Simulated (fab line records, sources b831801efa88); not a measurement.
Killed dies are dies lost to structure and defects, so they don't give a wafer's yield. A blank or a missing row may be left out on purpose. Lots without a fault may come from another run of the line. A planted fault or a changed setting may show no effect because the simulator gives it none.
fab line records | flow gf180mcu | part 1 of 2: steps 1 to 33 of 46
record lots=5 wafers=15 last_day=31
route steps=602 shown POLY_GATE@163 HV_LDD@176
lots that met no fault: from a run of the same line without faults
start_h: hours from the record's first day to the start of the lot's first wafer shown | wait_h: hours since the lot's step before | " the same as in the row above | L1.1+2: a row that stands for several wafers | - no value, or no start given | * or withheld: withheld | < > ~ a bound
route shown NAME@n: a module of which the file shows steps, and the number in the route of the first | usual: mean/standard deviation of fault-free wafers | same: alike in all rows | chamber/n: place in a boat | sites: the reading at each site | _std_site: their standard deviation | _edge_site: outer sites' mean less inner sites' | radius_mm: how far each site lies from the wafer's centre | mask NAME#n: copy n | behind: the tool/chamber that last shaped the wafer | hold: why the lot was held/for how many hours/how that ended | device: the transistor (n, p or np) that didn't switch | end of line: the same wafers' tests at the end of the route | a step without rows: its recipe alone | killed: dies lost to structure and defects at the first sort, not the wafer's yield | map: a wafer's dies, x killed, . not, _ none there
set.NAME: the setting as run; set.NAME@STEP: as run at that earlier step | model.NAME: the simulator's own value behind a step, which no gauge read
lots at some steps of the route; a table a step, a row a wafer
services: from which hour (start_h, from the record's first day; less than 0 if before it) a tool's chamber was out of use, for how many hours, and why
## steps
# step GF_POLY_GATE_SOFTBAKE_06
# recipe temp_c=130 time_s=60 resist=KrF
# same time_s=60
# columns lot.wafer tool chamber start_h wait_h
L077.1+4+5 litho_track-03 0 - -
L078.2+4+5 litho_track-01 0 - -
L079.1+2+5 litho_track-03 0 - -
L080.1+2+3 litho_track-01 0 - -
L084.2+5+6 litho_track-04 0 - -
# step GF_POLY_GATE_EXPOSE_07
# recipe mask_id=Poly2 target_cd_nm=280 na=0.68 source_shape=conventional sigma_outer=0.6 dose_mj=28
# columns lot.wafer tool chamber start_h wait_h mask
L077.1+4+5 krf_scanner-01 0 - - Poly2#0
L078.2+4+5 krf_scanner-01 0 - - Poly2#0
L079.1+2+5 krf_scanner-01 0 - - Poly2#0
L080.1+2+3 krf_scanner-01 0 - - Poly2#0
L084.2+5+6 krf_scanner-01 0 - - Poly2#0
# step GF_POLY_GATE_PEB_08
# recipe peb_temp_c=135 peb_time_s=90 resist=KrF
# columns lot.wafer tool chamber start_h wait_h
L077.1+4+5 litho_track-04 0 - -
L078.2+4+5 litho_track-01 0 - -
L079.1+2+5 litho_track-03 0 - -
L080.1+2+3 litho_track-03 0 - -
L084.2+5+6 litho_track-04 0 - -
# step GF_POLY_GATE_DEVELOP_09
# recipe develop_time_s=60 resist=KrF dev_temp_c=21
# columns lot.wafer tool chamber start_h wait_h
L077.1+4+5 litho_track-04 0 216.41 0.2
L078.2+4+5 litho_track-01 0 224.08 0.2
L079.1+2+5 litho_track-03 0 227.30 0.2
L080.1+2+3 litho_track-03 0 237.55 0.2
L084.2+5+6 litho_track-04 0 263.93 0.2
# step GF_POLY_GATE_CD_MEAS_10
# recipe target_cd_nm=280
# usual cd_nm=280.4/1
# columns lot.wafer tool chamber start_h wait_h cd_nm
L077.1 cd_sem-02 - 216.56 0.1 279.1
L077.4 " - " " 278.4
L077.5 " - " " 278.3
L078.2 cd_sem-01 - 224.22 0.1 279.6
L078.4 " - " " 280.2
L078.5 " - " " 279.0
L079.1 cd_sem-01 - 227.52 0.2 280.3
L079.2 " - " " 279.3
L079.5 " - " " 279.9
L080.1 cd_sem-02 - 237.70 0.1 279.8
L080.2 " - " " 280.4
L080.3 " - " " 280.2
L084.2 cd_sem-02 - 264.08 0.1 280.9
L084.5 " - " " 281.4
L084.6 " - " " 280.7
# step GF_POLY_GATE_OVL_MEAS_11
# usual POLY_GATE_OVL=-3/4.8
# columns lot.wafer tool chamber start_h wait_h POLY_GATE_OVL[nm]
L077.1 overlay-01 - 216.68 0.1 -11
L077.4 " - " " -7
L077.5 " - " " -6
L078.2 overlay-01 - 224.33 0.1 4
L078.4 " - " " 5
L078.5 " - " " 3
L079.1 overlay-02 - 227.64 0.1 7
L079.2 " - " " 5
L079.5 " - " " 2
L080.1 overlay-01 - 237.82 0.1 1
L080.2 " - " " -3
L080.3 " - " " -1
L084.2 overlay-01 - 264.18 0.1 1
L084.5 " - " " -3
L084.6 " - " " 4
# step GF_POLY_GATE_ETCH_12
# recipe chemistry=N2/H2 target_depth_a=withheld overetch_a=withheld time_s=withheld target=BARC ion_energy_ev=200 source_w=500 bias_w=100 pressure_mtorr=30 n2_flow_sccm=100 h2_flow_sccm=200
# usual drypump_motor_current_A=5.6/0.38 oes_product_au=0.736/0.0046 rf_fwd_power_W=495.4/2.3 throttle_valve_pct=13.215/0.0088
# columns lot.wafer tool chamber start_h wait_h drypump_motor_current_A oes_product_au rf_fwd_power_W throttle_valve_pct
L077.1 rie_diel-01 1 216.71 0.0 5.2 0.736 495.9 13.206
L077.4 " 0 " " 5.7 0.738 491.9 13.220
L077.5 " 0 " " 5.7 0.735 492.1 13.213
L078.2 rie_diel-02 0 224.36 0.0 5.6 0.733 498.5 13.212
L078.4 " 3 " " 5.5 0.734 494.1 13.207
L078.5 " 0 " " 5.7 0.734 498.7 13.196
L079.1 rie_diel-02 0 227.68 0.0 5.7 0.738 498.3 13.220
L079.2 " 1 " " 6.3 0.736 497.3 13.205
L079.5 " 3 " " 5.5 0.733 497.1 13.210
L080.1 rie_diel-03 1 237.86 0.0 5.7 0.729 492.4 13.209
L080.2 " 2 " " 5.6 0.737 498.0 13.225
L080.3 " 0 " " 5.8 0.731 494.1 13.216
L084.2 rie_diel-01 1 264.21 0.0 5.2 0.742 494.3 13.222
L084.5 " 1 " " 5.2 0.734 495.0 13.207
L084.6 " 2 " " 4.8 0.734 494.6 13.218
# step GF_POLY_GATE_ETCH_13
# recipe target=poly-Si target_depth_nm=198.5 stop_on=SiO2 over_etch_frac=0.403 chemistry=HBr/Cl2 icp_w=400 bias_w=100 pressure_mtorr=10 HBr_flow_sccm=150 Cl2_flow_sccm=50 time_s=69.6
# usual drypump_motor_current_A=5.76/0.22 oes_product_au=0.990/0.0069 rf_fwd_power_W=396.7/1.2 throttle_valve_pct=33.683/0.0091
# same time_s=69.6
# columns lot.wafer tool chamber start_h wait_h drypump_motor_current_A oes_product_au rf_fwd_power_W rf_hours_counter_h throttle_valve_pct
L077.1 rie_si-02 0 216.76 - 5.98 0.983 394.7 15 33.693
L077.4 " 1 " " 6.04 0.986 396.1 101 33.676
L077.5 " 3 " " 5.68 1.006 395.4 - 33.678
L078.2 rie_si-02 3 224.41 - 5.67 0.994 397.4 89 33.682
L078.4 " 1 " " 6.09 0.994 398.0 101 33.684
L078.5 " 1 " " 6.05 0.991 398.0 - 33.675
L079.1 rie_si-02 3 227.73 - 5.71 0.997 396.7 90 33.699
L079.2 " 1 " " 6.05 0.986 398.5 101 33.683
L079.5 " 3 " " 5.69 1.001 397.0 - 33.674
L080.1 rie_si-01 3 237.91 - 5.63 0.994 396.7 31 33.680
L080.2 " 0 " " 5.79 0.982 396.3 17 33.679
L080.3 " 1 " " 5.24 0.997 395.3 4 33.685
L084.2 rie_si-02 2 264.26 - 5.82 0.989 394.0 10 33.689
L084.5 " 1 " " 6.09 0.989 395.9 - 33.675
L084.6 " 2 " " 5.81 0.976 394.8 - 33.682
# step GF_POLY_GATE_STRIP_14
# recipe chemistry=O2/N2 power_w=1400 pressure_mtorr=1500 platen_temp_c=250 o2_flow_sccm=3000 n2_flow_sccm=300 overash_fraction=0.5
# usual drypump_motor_current_A=5.9/0.41 heater_power_w=327/30 oes_product_au=0.505/0.0046
# columns lot.wafer tool chamber start_h wait_h drypump_motor_current_A heater_power_w oes_product_au rf_hours_counter_h
L077.1 plasma_asher-04 0 216.82 0.0 5.6 364 0.514 40
L077.4 " 0 " " 5.5 359 0.505 -
L077.5 " 1 " " 5.4 280 0.512 -
L078.2 plasma_asher-03 0 224.46 0.0 6.5 312 0.502 54
L078.4 " 1 " " 5.9 343 0.504 -
L078.5 " 1 " " 5.9 334 0.506 -
L079.1 plasma_asher-04 1 227.78 0.0 5.4 286 0.506 41
L079.2 " 0 " " 5.6 354 0.509 41
L079.5 " 0 " " 5.6 359 0.505 -
L080.1 plasma_asher-03 1 237.96 0.0 5.9 349 0.496 56
L080.2 " 0 " " 6.5 313 0.510 56
L080.3 " 1 " " 5.9 335 0.503 -
L084.2 plasma_asher-03 1 264.32 0.0 5.9 329 0.504 58
L084.5 " 1 " " 5.9 340 0.505 -
L084.6 " 0 " " 6.5 315 0.496 -
# step GF_POLY_GATE_CLEAN_15
# recipe chemistry=SC1/SC2 mix=1:4:20 temp_c=70 time_s=150 dry=n2_spin
# same time_s=150
# columns lot.wafer tool chamber start_h wait_h
L077.1+4+5 wet_bench-04 3 216.92 0.1
L078.2+4+5 wet_bench-02 3 224.56 0.1
L079.1+2+5 wet_bench-01 1 227.88 0.1
L080.1+2+3 wet_bench-04 0 238.06 0.1
L084.2+5+6 wet_bench-02 0 264.42 0.1
# step GF_POLY_GATE_OXIDATION_16
# recipe temp_c=850 ambient=O2 stabilise_s=600 purge_s=300 target_thk_a=40 ox_time_s=899
# columns lot.wafer tool chamber start_h wait_h
L077.1+4+5 furnace-02 0 218.12 1.1
L078.2+4+5 furnace-01 0 224.90 0.3
L079.1+2+5 furnace-02 0 228.87 0.9
L080.1+2+3 furnace-02 0 238.46 0.3
L084.2+5+6 furnace-02 0 264.52 0.0
# step GF_POLY_GATE_THK_MEAS_17
# recipe reads=SiO2_of_POLY_GATE_OXIDATION_16
# usual POLY_GATE_OXIDATION_THK=4.03/0.064
# columns lot.wafer tool chamber start_h wait_h POLY_GATE_OXIDATION_THK[nm]
L077.1 film_metro-01 - 219.37 0.0 3.93
L077.4 " - " " 4.03
L077.5 " - " " 3.94
L078.2 film_metro-01 - 226.16 0.0 4.02
L078.4 " - " " 4.04
L078.5 " - " " 4.03
L079.1 film_metro-02 - 230.12 0.0 4.05
L079.2 " - " " 3.99
L079.5 " - " " 3.96
L080.1 film_metro-02 - 239.71 0.0 4.10
L080.2 " - " " 4.09
L080.3 " - " " 4.04
L084.2 film_metro-04 - 265.78 0.0 4.09
L084.5 " - " " 4.10
L084.6 " - " " 4.03
# step GF_POLY_GATE_CD_MEAS_18
# usual cd_nm=280.7/1.5
# columns lot.wafer tool chamber start_h wait_h cd_nm
L077.1 cd_sem-01 - 219.43 0.1 279.2
L077.4 " - " " 277.3
L077.5 " - " " 277.5
L078.2 cd_sem-01 - 226.24 0.1 280.6
L078.4 " - " " 281.3
L078.5 " - " " 280.1
L079.1 cd_sem-01 - 230.18 0.1 278.9
L079.2 " - " " 276.5
L079.5 " - " " 279.4
L080.1 cd_sem-01 - 239.77 0.1 280.1
L080.2 " - " " 279.9
L080.3 " - " " 280.4
L084.2 cd_sem-02 - 265.86 0.1 283.3
L084.5 " - " " 283.0
L084.6 " - " " 282.5
# step GF_HV_LDD_DEHYDRATE_00
# recipe temp_c=200 time_s=60
# same time_s=60
# columns lot.wafer tool chamber start_h wait_h
L077.1+4+5 litho_track-02 0 227.25 7.8
L078.2+4+5 litho_track-02 0 234.88 8.6
L079.1+2+5 litho_track-02 0 238.35 8.1
L080.1+2+3 litho_track-01 0 248.45 8.7
L084.2+5+6 litho_track-01 0 275.62 9.7
# step GF_HV_LDD_HMDS_01
# recipe prime_time_s=60 prime_temp_c=120
# columns lot.wafer tool chamber start_h wait_h
L077.1+4+5 litho_track-02 0 227.40 0.1
L078.2+4+5 litho_track-02 0 235.03 0.1
L079.1+2+5 litho_track-02 0 238.50 0.1
L080.1+2+3 litho_track-01 0 248.60 0.1
L084.2+5+6 litho_track-01 0 275.77 0.1
# step GF_HV_LDD_COAT_02
# recipe resist=NOVOLAK spin_rpm=3000 resist_thk_nm=1000
# columns lot.wafer tool chamber start_h wait_h
L077.1+4+5 litho_track-02 0 227.55 0.1
L078.2+4+5 litho_track-02 0 235.18 0.1
L079.1+2+5 litho_track-02 0 238.65 0.1
L080.1+2+3 litho_track-01 0 248.75 0.1
L084.2+5+6 litho_track-01 0 275.92 0.1
# step GF_HV_LDD_SOFTBAKE_03
# recipe temp_c=90 time_s=60 resist=NOVOLAK
# same time_s=60
# columns lot.wafer tool chamber start_h wait_h
L077.1+4+5 litho_track-02 0 227.70 0.1
L078.2+4+5 litho_track-02 0 235.33 0.1
L079.1+2+5 litho_track-02 0 238.80 0.1
L080.1+2+3 litho_track-01 0 248.90 0.1
L084.2+5+6 litho_track-01 0 276.07 0.1
# step GF_HV_LDD_EXPOSE_04
# recipe mask_id=Nplus_LV_AREA target_cd_nm=400 na=0.6 source_shape=conventional sigma_outer=0.6 dose_mj=140
# columns lot.wafer tool chamber start_h wait_h mask
L077.1+4+5 iline_stepper-01 0 - - Nplus_LV_AREA#0
L078.2+4+5 iline_stepper-01 0 - - Nplus_LV_AREA#0
L079.1+2+5 iline_stepper-01 0 - - Nplus_LV_AREA#0
L080.1+2+3 iline_stepper-02 0 - - Nplus_LV_AREA#0
L084.2+5+6 iline_stepper-02 0 - - Nplus_LV_AREA#0
# step GF_HV_LDD_PEB_05
# recipe temp_c=withheld time_s=* resist=NOVOLAK
# same time_s=*
# columns lot.wafer tool chamber start_h wait_h
L077.1+4+5 litho_track-04 0 - -
L078.2+4+5 litho_track-04 0 - -
L079.1+2+5 litho_track-01 0 - -
L080.1+2+3 litho_track-04 0 - -
L084.2+5+6 litho_track-01 0 - -
# step GF_HV_LDD_DEVELOP_06
# recipe develop_time_s=60 dev_temp_c=23
# columns lot.wafer tool chamber start_h wait_h
L077.1+4+5 litho_track-04 0 236.11 0.1
L078.2+4+5 litho_track-04 0 244.28 0.1
L079.1+2+5 litho_track-01 0 247.95 0.1
L080.1+2+3 litho_track-04 0 257.66 0.1
L084.2+5+6 litho_track-01 0 285.42 0.1
# step GF_HV_LDD_CD_MEAS_07
# recipe target_cd_nm=400
# usual cd_nm=399.0/2.1
# columns lot.wafer tool chamber start_h wait_h cd_nm
L077.1 cd_sem-02 - 236.26 0.1 398.7
L077.4 " - " " 401.3
L077.5 " - " " 401.0
L078.2 cd_sem-01 - 244.43 0.1 398.7
L078.4 " - " " 399.1
L078.5 " - " " 397.4
L079.1 cd_sem-02 - 248.10 0.1 396.9
L079.2 " - " " 394.7
L079.5 " - " " 396.1
L080.1 cd_sem-01 - 257.81 0.1 398.4
L080.2 " - " " 398.5
L080.3 " - " " 397.6
L084.2 cd_sem-02 - 285.57 0.1 396.6
L084.5 " - " " 399.2
L084.6 " - " " 396.4
# step GF_HV_LDD_OVL_MEAS_08
# usual HV_LDD_OVL=-0.1/1.3
# columns lot.wafer tool chamber start_h wait_h HV_LDD_OVL[nm]
L077.1 overlay-02 - 236.38 0.1 0.5
L077.4 " - " " 1.1
L077.5 " - " " 1.7
L078.2 overlay-01 - 244.53 0.1 0.6
L078.4 " - " " 1.2
L078.5 " - " " 0.9
L079.1 overlay-01 - 248.22 0.1 1.6
L079.2 " - " " -0.7
L079.5 " - " " 0.6
L080.1 overlay-02 - 257.93 0.1 -1.2
L080.2 " - " " -0.7
L080.3 " - " " -0.9
L084.2 overlay-01 - 285.68 0.1 -1.8
L084.5 " - " " 0.3
L084.6 " - " " -2.1
# step GF_HV_LDD_IMPLANT_09
# recipe species=As energy_kev=40 dose_cm2=1e+14 tilt_deg=7
# usual tilt_deg=7.003/0.019
# columns lot.wafer tool chamber start_h wait_h tilt_deg
L077.1 implanter-04 0 236.41 0.0 6.983
L077.4 " 0 " " 6.981
L077.5 " 0 " " 7.003
L078.2 implanter-04 0 244.59 0.0 6.932
L078.4 " 0 " " 6.989
L078.5 " 0 " " 6.993
L079.1 implanter-04 0 248.26 0.0 7.041
L079.2 " 0 " " 7.006
L079.5 " 0 " " 7.000
L080.1 implanter-03 0 257.96 0.0 6.984
L080.2 " 0 " " 7.000
L080.3 " 0 " " 7.008
L084.2 implanter-02 0 285.73 0.0 7.011
L084.5 " 0 " " 7.022
L084.6 " 0 " " 6.996
# step GF_HV_LDD_STRIP_10
# recipe chemistry=O2/N2 power_w=1400 pressure_mtorr=1500 platen_temp_c=250 o2_flow_sccm=3000 n2_flow_sccm=300 overash_fraction=0.5
# usual drypump_motor_current_A=5.9/0.4 heater_power_w=334/31 oes_product_au=0.716/0.0048 strip_time_to_endpoint_s=12.63/0.032
# columns lot.wafer tool chamber start_h wait_h drypump_motor_current_A heater_power_w oes_product_au rf_hours_counter_h strip_time_to_endpoint_s
L077.1 plasma_asher-01 1 236.56 0.1 5.5 317 0.710 61 12.62
L077.4 " 0 " " 6.3 360 0.715 - 12.68
L077.5 " 1 " " 5.5 314 0.708 - 12.64
L078.2 plasma_asher-02 0 244.71 0.1 5.4 289 0.711 14 12.62
L078.4 " 0 " " 5.4 292 0.724 - 12.60
L078.5 " 0 " " 5.4 289 0.723 - 12.65
L079.1 plasma_asher-01 1 248.41 0.1 5.4 308 0.728 63 12.65
L079.2 " 0 " " 6.3 366 0.726 63 12.66
L079.5 " 0 " " 6.3 372 0.717 - 12.65
L080.1 plasma_asher-03 1 258.11 0.1 5.9 340 0.719 58 12.55
L080.2 " 0 " " 6.5 320 0.719 58 12.56
L080.3 " 1 " " 5.9 329 0.716 - 12.60
L084.2 plasma_asher-02 1 285.86 0.1 5.8 375 0.713 18 12.67
L084.5 " 0 " " 5.4 299 0.718 - 12.64
L084.6 " 1 " " 5.9 389 0.713 - 12.67
# step GF_HV_LDD_TW_MEAS_11
# usual HV_LDD_TW=2425/15
# columns lot.wafer tool chamber start_h wait_h HV_LDD_TW
L077.1 film_metro-03 - 236.66 0.1 2419
L077.4 " - " " 2418
L077.5 " - " " 2421
L078.2 film_metro-03 - 244.82 0.1 2417
L078.4 " - " " 2401
L078.5 " - " " 2412
L079.1 film_metro-04 - 248.51 0.1 2400
L079.2 " - " " 2415
L079.5 " - " " 2415
L080.1 film_metro-02 - 258.21 0.1 2440
L080.2 " - " " 2442
L080.3 " - " " 2438
L084.2 film_metro-03 - 285.97 0.1 2415
L084.5 " - " " 2412
L084.6 " - " " 2415
# step GF_HV_LDD_DEHYDRATE_12
# recipe temp_c=200 time_s=60
# same time_s=60
# columns lot.wafer tool chamber start_h wait_h
L077.1+4+5 litho_track-02 0 245.25 8.6
L078.2+4+5 litho_track-02 0 253.58 8.7
L079.1+2+5 litho_track-04 0 256.91 8.4
L080.1+2+3 litho_track-01 0 266.75 8.5
L084.2+5+6 litho_track-02 0 295.73 9.8
# step GF_HV_LDD_HMDS_13
# recipe prime_time_s=60 prime_temp_c=120
# columns lot.wafer tool chamber start_h wait_h
L077.1+4+5 litho_track-02 0 245.40 0.1
L078.2+4+5 litho_track-02 0 253.73 0.1
L079.1+2+5 litho_track-04 0 257.06 0.1
L080.1+2+3 litho_track-01 0 266.90 0.1
L084.2+5+6 litho_track-02 0 295.88 0.1
# step GF_HV_LDD_COAT_14
# recipe resist=NOVOLAK spin_rpm=3000 resist_thk_nm=1000
# columns lot.wafer tool chamber start_h wait_h
L077.1+4+5 litho_track-02 0 245.55 0.1
L078.2+4+5 litho_track-02 0 253.88 0.1
L079.1+2+5 litho_track-04 0 257.21 0.1
L080.1+2+3 litho_track-01 0 267.05 0.1
L084.2+5+6 litho_track-02 0 296.03 0.1
# step GF_HV_LDD_SOFTBAKE_15
# recipe temp_c=90 time_s=60 resist=NOVOLAK
# same time_s=60
# columns lot.wafer tool chamber start_h wait_h
L077.1+4+5 litho_track-02 0 245.70 0.1
L078.2+4+5 litho_track-02 0 254.03 0.1
L079.1+2+5 litho_track-04 0 257.36 0.1
L080.1+2+3 litho_track-01 0 267.20 0.1
L084.2+5+6 litho_track-02 0 296.18 0.1
# step GF_HV_LDD_EXPOSE_16
# recipe mask_id=Pplus_LV_AREA target_cd_nm=400 na=0.6 source_shape=conventional sigma_outer=0.6 dose_mj=140
# columns lot.wafer tool chamber start_h wait_h mask
L077.1+4+5 iline_stepper-01 0 - - Pplus_LV_AREA#0
L078.2+4+5 iline_stepper-01 0 - - Pplus_LV_AREA#0
L079.1+2+5 iline_stepper-02 0 - - Pplus_LV_AREA#0
L080.1+2+3 iline_stepper-01 0 - - Pplus_LV_AREA#0
L084.2+5+6 iline_stepper-01 0 - - Pplus_LV_AREA#0
# step GF_HV_LDD_PEB_17
# recipe temp_c=withheld time_s=* resist=NOVOLAK
# same time_s=*
# columns lot.wafer tool chamber start_h wait_h
L077.1+4+5 litho_track-04 0 - -
L078.2+4+5 litho_track-04 0 - -
L079.1+2+5 litho_track-01 0 - -
L080.1+2+3 litho_track-01 0 - -
L084.2+5+6 litho_track-04 0 - -
# step GF_HV_LDD_DEVELOP_18
# recipe develop_time_s=60 dev_temp_c=23
# columns lot.wafer tool chamber start_h wait_h
L077.1+4+5 litho_track-04 0 255.16 0.1
L078.2+4+5 litho_track-04 0 262.93 0.1
L079.1+2+5 litho_track-01 0 266.60 0.1
L080.1+2+3 litho_track-01 0 277.30 0.1
L084.2+5+6 litho_track-04 0 305.48 0.1
# step GF_HV_LDD_CD_MEAS_19
# recipe target_cd_nm=400
# usual cd_nm=400.2/2.7
# columns lot.wafer tool chamber start_h wait_h cd_nm
L077.1 cd_sem-01 - 255.31 0.1 401.7
L077.4 " - " " 402.6
L077.5 " - " " 402.0
L078.2 cd_sem-02 - 263.08 0.1 401.4
L078.4 " - " " 397.7
L078.5 " - " " 399.3
L079.1 cd_sem-02 - 266.75 0.1 398.7
L079.2 " - " " 397.3
L079.5 " - " " 398.8
L080.1 cd_sem-02 - 277.45 0.1 403.4
L080.2 " - " " 402.5
L080.3 " - " " 402.9
L084.2 cd_sem-02 - 305.63 0.1 398.5
L084.5 " - " " 397.9
L084.6 " - " " 396.3
